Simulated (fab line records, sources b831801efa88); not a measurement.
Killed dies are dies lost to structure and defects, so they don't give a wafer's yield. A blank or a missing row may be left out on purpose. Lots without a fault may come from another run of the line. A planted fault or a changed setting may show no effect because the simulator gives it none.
A struck lot beside a sound one | flow gf180mcu | 14 steps out of a route of 602
Sound: wafers L767.2, L767.5, L767.6. Struck: wafers L774.2, L774.4, L774.6. The cause comes at the end.
At each step with rows: each side's tool, then ch and its chambers, then its first start. Under that, the readings that differ: sound wafers | struck wafers | difference of the means | sigmas: that difference in standard deviations of wafers without a fault.
alike: readings whose means differ by less than 2 such deviations, and words and numbers that are the same on both sides. not compared: withheld readings, readings that some wafer has no value for, bounds like >300 that may hide the same value, and numbers for which the record gives no deviation and whose values overlap.
The two part at a step that has a row with sigmas, a row that says differs or no value, or rows on one side only. Numbers that don't overlap but have no deviation are shown without sigmas and don't part them. A reading that every wafer of one side lacks parts them only if that side has two wafers or more.

first, 4 steps without rows for these wafers: GF_VT_IMPLANT_SOFTBAKE_25 (time 60 s); GF_VT_IMPLANT_EXPOSE_26 (exposes mask LVPWELL HV AREA, target cd 860 nm); GF_VT_IMPLANT_PEB_27; GF_VT_IMPLANT_DEVELOP_28 (develop time 60 s).
GF_VT_IMPLANT_OVL_MEAS_29:
  sound on overlay-01, day 9 05:13; struck on overlay-01, day 11 04:58
  alike: VT_IMPLANT_02_OVL
then, 1 step without rows for these wafers: GF_VT_IMPLANT_IMPLANT_30.
GF_VT_IMPLANT_STRIP_31: strips in O2/N2.
  sound on plasma_asher-01 ch 0,1, day 9 05:26; struck on plasma_asher-01 ch 0, day 11 05:08
  alike: drypump_motor_current_A, heater_power_w, o2_flow_sccm, oes_product_au, strip_time_to_endpoint_s
  not compared: rf_hours_counter_h
GF_VT_IMPLANT_TW_MEAS_32:
  sound on film_metro-02, day 9 05:32; struck on film_metro-03, day 11 05:15
  alike: VT_IMPLANT_3_TW
then, 4 steps without rows for these wafers: GF_VT_IMPLANT_DEHYDRATE_33 (time 60 s); GF_VT_IMPLANT_HMDS_34 (prime time 60 s); GF_VT_IMPLANT_COAT_35 (resist thk 1000 nm); GF_VT_IMPLANT_SOFTBAKE_36 (time 60 s).
GF_VT_IMPLANT_EXPOSE_37: exposes mask Nwell HV AREA, target cd 860 nm.
  sound on iline_stepper-02 ch 0, day 9 14:34; struck on iline_stepper-02, day 11 14:47
  no value came back on the struck wafers for exposure_dose_mJ_cm2, focus_offset_nm (nm); on the sound wafers exposure_dose_mJ_cm2 reads 139.84 140.10 139.98
  reading                            | sound             | struck               | difference | sigmas
  model.VT_IMPLANT.overlay_x_nm (nm) | 1.274 1.274 1.274 | 0.7402 0.7402 0.7402 | -0.5338    |
  alike: mask
then, 1 step without rows for these wafers: GF_VT_IMPLANT_PEB_38.

WHERE THEY PART
Only at GF_VT_IMPLANT_EXPOSE_37, within this record.

WHY: what the simulator had put in
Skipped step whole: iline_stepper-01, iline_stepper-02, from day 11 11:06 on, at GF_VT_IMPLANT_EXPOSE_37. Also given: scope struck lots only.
